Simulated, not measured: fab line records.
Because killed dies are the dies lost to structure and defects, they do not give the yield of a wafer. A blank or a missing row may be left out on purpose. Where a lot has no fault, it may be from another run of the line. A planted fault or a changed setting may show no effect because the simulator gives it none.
Which tool is to blame? + flow sky130 + 34 wafers sampled from 12 lots at 1 step of a route of 708

== WHAT THE GAUGES READ, wafer by wafer ==
SKY_SONOS_ONO_OVL_MEAS_14.
| lot  | measured     | on         | SONOS_ONO_OVL (nm) |
|------|--------------|------------|--------------------|
| L840 | day 12 06:06 | overlay-01 | 1.4 1.0 0.0        |
| L842 | day 12 19:37 | overlay-02 | -1.7 -2.0 -1.1     |
| L843 | day 13 03:21 | overlay-01 | -0.8 -0.3 -1.2     |
| L844 | day 13 19:14 | overlay-01 | 0.2 0.9 0.2        |
| L847 | day 14 19:49 | overlay-02 | -0.2 -0.2 -0.2     |
| L849 | day 15 10:36 | overlay-02 | 1.8 2.0 1.2        |
| L852 | day 16 10:53 | overlay-02 | -0.6 -0.6 0.0      |
| L857 | day 19 16:06 | overlay-02 | -0.7 0.2           |
| L859 | day 20 05:32 | overlay-02 | 1.5 0.6 0.9        |
| L861 | day 20 12:57 | overlay-02 | -0.8 -0.5 0.2      |
| L860 | day 20 14:57 | overlay-01 | -0.7 -0.6          |
| L862 | day 21 11:58 | overlay-02 | 1.1 0.9 1.1        |

== WHICH TOOL RAN EACH LOT (tool, then ch and the chambers of the sampled wafers, then the start) ==
Before these readings, the record contains no process step.

== WHAT THE TOOLS THEMSELVES READ (means of the sampled wafers that have a number; where no wafer has one, the mark that the record gives instead) ==
The record holds no such reading with a usual standard deviation.

== THE ANSWER, worked out from the rows above alone ==
Rule: the usual values come from the lots themselves. Put in order of their means at a reading, lots are off if they are a third of the lots or fewer, leave a main group of 4 or more, and stand apart from it by a gap of 3 or more times the standard deviation of the main group's means; of several such gaps the widest counts. A main group whose means are all the same, to the digits that the tables above print for the reading, isn't used. Also off: a lot with no number at a reading for which 4 or more lots have one. Where the step has rows for the other lots, those lots are counted as sound. The gauges are gone through in route order, then the tools' own readings, and for those a lot's mean is taken as printed above. The first step at which some lot is off is used, and at that step the reading that is off furthest; a lot without a number counts as furthest.
None of the lots is off at any reading shown; this tells nothing.

== WHAT THE SIMULATOR HAD INSERTED ==
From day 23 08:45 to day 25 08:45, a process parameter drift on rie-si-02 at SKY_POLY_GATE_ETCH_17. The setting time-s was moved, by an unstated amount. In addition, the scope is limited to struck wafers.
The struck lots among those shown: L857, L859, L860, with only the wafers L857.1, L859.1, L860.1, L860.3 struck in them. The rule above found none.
